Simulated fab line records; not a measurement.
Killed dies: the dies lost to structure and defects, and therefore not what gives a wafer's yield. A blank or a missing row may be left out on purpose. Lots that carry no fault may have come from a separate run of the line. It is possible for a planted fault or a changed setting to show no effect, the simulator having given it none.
fab line records | flow gf180mcu
record: lots: 14 wafers: 42 lastDay: 34
route steps=602 shown NWELL@53 LVPWELL@61 VT_IMPLANT@108
lots that met no fault: from a run of the same line without faults
startH: hours from the record's first day to the start of the lot's first wafer shown | waitH: time in hours since the lot's previous step | " repeats the value in the row above | L1.1+2: several wafers, shown together as one row | - either no value or no given start | * or withheld: withheld | < > ~ a bound
route shown NAME@n: names a module that has steps shown in the file, with the first one's number in the route | usual: the fault-free wafers' mean and standard deviation | same: alike in all rows | chamber/n: place in a boat | sites: each site's reading | _std_site: their standard deviation | _edge_site: inner sites' mean taken away from outer sites' mean | radiusMm: how far each site lies from the wafer's centre | mask NAME#n: copy n | behind: the tool/chamber that last shaped the wafer | hold: the reason the lot was held/the length of the hold in hours/how it ended | device: the n, p or np transistor that did not switch | end of line: at the end of the route, the tests of the same wafers | a step without rows: its recipe alone | killed: count of dies lost to structure and defects at first sort (not the wafer's yield) | map: the dies of a wafer, with x for killed, . for not killed, _ for no die there
set.NAME: the run value of the setting; set.NAME@STEP: its run value at that earlier step | model.NAME: the simulator's own value behind a step, which no gauge read
the route's steps for a sample of lots (tables are steps, rows are wafers)
services: the hour from which a tool's chamber was out of use, counted from the record's first day as startH (under 0 if before that day), plus the number of hours and why
== steps ==
step: GF_NWELL_TW_MEAS_11
usual: NWELL_TW: 1584/19
columns lot.wafer tool chamber startH waitH NWELL_TW
L282.2 filmMetro-03 - 55.00 0.1 1566
L282.3 " - " " 1569
L282.6 " - " " 1582
L287.1 filmMetro-04 - 83.19 0.1 1592
L287.3 " - " " 1606
L287.6 " - " " 1608
L288.1 filmMetro-02 - 87.44 0.1 1573
L288.2 " - " " 1578
L288.6 " - " " 1568
L293.2 filmMetro-04 - 116.60 0.1 1615
L293.5 " - " " 1605
L293.6 " - " " 1615
L294.3 filmMetro-03 - 119.70 0.1 1573
L294.4 " - " " 1565
L294.5 " - " " 1567
L296.2 filmMetro-02 - 132.15 0.1 1565
L296.3 " - " " 1568
L296.5 " - " " 1560
L297.1 filmMetro-03 - 137.44 0.1 1572
L297.2 " - " " 1569
L297.4 " - " " 1561
L298.1 filmMetro-02 - 143.60 0.1 1563
L298.5 " - " " 1562
L298.6 " - " " 1565
L300.2 filmMetro-03 - 154.09 0.1 1561
L300.5 " - " " 1571
L300.6 " - " " 1561
L301.1 filmMetro-02 - 161.04 0.1 1570
L301.3 " - " " 1567
L301.4 " - " " 1567
L302.2 filmMetro-04 - 165.85 0.1 1605
L302.3 " - " " 1598
L302.5 " - " " 1606
L303.2 filmMetro-02 - 169.85 0.1 1583
L303.3 " - " " 1590
L303.5 " - " " 1578
L304.3 filmMetro-04 - 175.91 0.1 1604
L304.4 " - " " 1618
L304.6 " - " " 1607
L305.2 filmMetro-04 - 183.65 0.1 1602
L305.3 " - " " 1615
L305.4 " - " " 1605
step: GF_LVPWELL_OVL_MEAS_07
usual: LVPWELL_OVL: 0.4/1.6
columns lot.wafer tool chamber startH waitH LVPWELL_OVL[nm]
L282.2 overlay-01 - 68.13 - -2.8
L282.3 " - " " -3.1
L282.6 " - " " -2.6
L287.1 overlay-02 - 97.26 - 1.1
L287.3 " - " " 0.8
L287.6 " - " " 0.7
L288.1 overlay-01 - 101.36 - -0.1
L288.2 " - " " -0.3
L288.6 " - " " 1.4
L293.2 overlay-01 - 130.90 - -0.9
L293.5 " - " " -1.7
L293.6 " - " " -1.4
L294.3 overlay-01 - 134.43 - 0.8
L294.4 " - " " 1.3
L294.5 " - " " 1.1
L296.2 overlay-01 - 147.13 - -0.8
L296.3 " - " " 0.4
L296.5 " - " " -0.6
L297.1 overlay-01 - 152.52 - 0.2
L297.2 " - " " 0.2
L297.4 " - " " -1.3
L298.1 overlay-02 - 159.56 - 1.8
L298.5 " - " " 1.3
L298.6 " - " " 0.5
L300.2 overlay-01 - 169.83 - 2.0
L300.5 " - " " 2.0
L300.6 " - " " 1.7
L301.1 overlay-01 - 177.46 - 1.6
L301.3 " - " " 1.0
L301.4 " - " " 0.2
L302.2 overlay-02 - 182.33 - -0.8
L302.3 " - " " -1.4
L302.5 " - " " -0.4
L303.2 overlay-01 - 186.31 - 2.4
L303.3 " - " " 1.7
L303.5 " - " " 0.7
L304.3 overlay-02 - 192.70 - -1.3
L304.4 " - " " -0.5
L304.6 " - " " 0.5
L305.2 overlay-02 - 200.18 - 0.9
L305.3 " - " " 0.8
L305.4 " - " " 1.0
step: GF_VT_IMPLANT_OVL_MEAS_18
usual: VT_IMPLANT_01_OVL: -0.7/1.2
columns lot.wafer tool chamber startH waitH VT_IMPLANT_01_OVL[nm]
L282.2 overlay-01 - 124.91 0.1 -0.4
L282.3 " - " " -1.0
L282.6 " - " " -0.5
L287.1 overlay-01 - 156.96 0.1 -1.3
L287.3 " - " " -2.4
L287.6 " - " " -0.7
L288.1 overlay-02 - 162.30 0.1 -1.2
L288.2 " - " " -0.3
L288.6 " - " " -3.9
L293.2 overlay-01 - 197.01 0.1 -1.1
L293.5 " - " " -2.2
L293.6 " - " " -0.7
L294.3 overlay-02 - 200.92 0.1 -1.5
L294.4 " - " " -1.3
L294.5 " - " " -2.8
L296.2 overlay-02 - 214.31 0.1 -1.0
L296.3 " - " " 0.4
L296.5 " - " " 0.3
L297.1 overlay-02 - 219.09 0.1 -0.1
L297.2 " - " " -0.5
L297.4 " - " " -0.5
L298.1 overlay-01 - 227.55 0.1 -0.5
L298.5 " - " " -0.3
L298.6 " - " " -0.5
L300.2 overlay-01 - 238.70 0.1 0.3
L300.5 " - " " -0.6
L300.6 " - " " -0.5
L301.1 overlay-02 - 247.04 0.1 -0.2
L301.3 " - " " -1.5
L301.4 " - " " -0.6
L302.2 overlay-01 - 252.91 0.1 1.1
L302.3 " - " " 0.7
L302.5 " - " " 0.4
L303.2 overlay-02 - 256.71 0.1 -2.6
L303.3 " - " " -2.9
L303.5 " - " " -2.6
L304.3 overlay-01 - 265.27 0.1 0.3
L304.4 " - " " -1.8
L304.6 " - " " -0.8
L305.2 overlay-02 - 273.66 0.1 -1.0
L305.3 " - " " 0.2
L305.4 " - " " -1.2
step: GF_VT_IMPLANT_IMPLANT_19
recipe: species: As energyKev: 100 doseCm2: 4.35e+12 tiltDeg: 7
usual: beamEnergyKeV: 99.997/0.028
columns lot.wafer tool chamber startH waitH beamEnergyKeV
L282.2 implanter-01 0 124.97 0.0 100.02
L282.3 " 0 " " 99.958
L282.6 " 0 " " 100.00
L287.1 implanter-01 0 156.99 0.0 99.996
L287.3 " 0 " " 99.962
L287.6 " 0 " " 99.975
L288.1 implanter-01 0 162.34 0.0 99.965
L288.2 " 0 " " 99.938
L288.6 " 0 " " 99.990
L293.2 implanter-03 0 197.06 0.0 110.87
L293.5 " 0 " " 110.90
L293.6 " 0 " " 110.89
L294.3 implanter-03 0 200.99 0.1 110.92
L294.4 " 0 " " 110.91
L294.5 " 0 " " 110.94
L296.2 implanter-01 0 214.36 0.0 100.01
L296.3 " 0 " " 100.06
L296.5 " 0 " " 100.01
L297.1 implanter-02 0 219.13 0.0 100.04
L297.2 " 0 " " 100.01
L297.4 " 0 " " 99.993
L298.1 implanter-02 0 227.59 0.0 99.991
L298.5 " 0 " " 99.984
L298.6 " 0 " " 99.963
L300.2 implanter-02 0 238.75 0.0 99.986
L300.5 " 0 " " 99.939
L300.6 " 0 " " 100.00
L301.1 implanter-01 0 247.08 0.0 100.03
L301.3 " 0 " " 99.978
L301.4 " 0 " " 99.968
L302.2 implanter-01 0 252.97 0.0 100.01
L302.3 " 0 " " 99.975
L302.5 " 0 " " 99.982
L303.2 implanter-01 0 256.77 0.0 100.02
L303.3 " 0 " " 100.01
L303.5 " 0 " " 100.00
L304.3 implanter-01 0 265.34 0.1 100.01
L304.4 " 0 " " 100.03
L304.6 " 0 " " 100.02
L305.2 implanter-01 0 273.71 0.0 100.06
L305.3 " 0 " " 100.02
L305.4 " 0 " " 100.01
step: GF_VT_IMPLANT_TW_MEAS_21
usual: VT_IMPLANT_2_TW: 1228/11
columns lot.wafer tool chamber startH waitH VT_IMPLANT_2_TW
L282.2 filmMetro-02 - 125.20 0.1 1212
L282.3 " - " " 1213
L282.6 " - " " 1215
L287.1 filmMetro-01 - 157.24 0.1 1232
L287.3 " - " " 1225
L287.6 " - " " 1235
L288.1 filmMetro-04 - 162.59 0.1 1242
L288.2 " - " " 1243
L288.6 " - " " 1237
L293.2 filmMetro-01 - 197.30 0.1 1258
L293.5 " - " " 1272
L293.6 " - " " 1268
L294.3 filmMetro-04 - 201.21 0.1 1282
L294.4 " - " " 1275
L294.5 " - " " 1278
L296.2 filmMetro-01 - 214.60 0.1 1232
L296.3 " - " " 1233
L296.5 " - " " 1225
L297.1 filmMetro-04 - 219.39 0.1 1242
L297.2 " - " " 1244
L297.4 " - " " 1240
L298.1 filmMetro-01 - 227.84 0.1 1221
L298.5 " - " " 1222
L298.6 " - " " 1220
L300.2 filmMetro-04 - 238.99 0.1 1239
L300.5 " - " " 1238
L300.6 " - " " 1235
L301.1 filmMetro-04 - 247.33 0.1 1230
L301.3 " - " " 1235
L301.4 " - " " 1235
L302.2 filmMetro-04 - 253.20 0.1 1244
L302.3 " - " " 1251
L302.5 " - " " 1238
L303.2 filmMetro-01 - 257.00 0.1 1223
L303.3 " - " " 1227
L303.5 " - " " 1224
L304.3 filmMetro-01 - 265.56 0.1 1218
L304.4 " - " " 1216
L304.6 " - " " 1216
L305.2 filmMetro-04 - 273.95 0.1 1232
L305.3 " - " " 1231
L305.4 " - " " 1238
== services ==
columns tool chamber startH hours kind
implanter-02 - 110.89 81.1 pm
implanter-01 - 123.72 0.9 repair
implanter-02 - 219.59 1.6 repair
implanter-02 - 222.90 3.1 repair
implanter-01 - 236.46 5.8 pm
implanter-02 - 246.00 33.2 repair
== key ==
firstSign: step: GF_VT_IMPLANT_IMPLANT_19 reading: beamEnergyKeV direction: up sigmas: 99+ usual: 99.997 struck: 110.91
effect: step: GF_VT_IMPLANT_TW_MEAS_21 reading: VT_IMPLANT_2_TW direction: up sigmas: 4 usual: 1228 struck: 1272
metAt GF_VT_IMPLANT_IMPLANT_19
struckLots L293,L294
testerLeftOut L293,L294
notActingAt GF_NWELL_TW_MEAS_11,GF_LVPWELL_OVL_MEAS_07,GF_VT_IMPLANT_OVL_MEAS_18
fault: kind: processParameterDrift tool: implanter-03 chamber: - onsetH: 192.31 steps: GF_VT_IMPLANT_IMPLANT_19 channel: energyKev offset: 10.902 shape: step endH: 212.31 actsIn: theseRecipesOnly stated: 100
testerLeftOut: of these lots the tester's yield and bins aren't shown, on N5 and GAA mostly nor the transistor test; their killed dies are dies lost to structure and defects alone, not to doping, threshold or leakage, so they don't give the yield
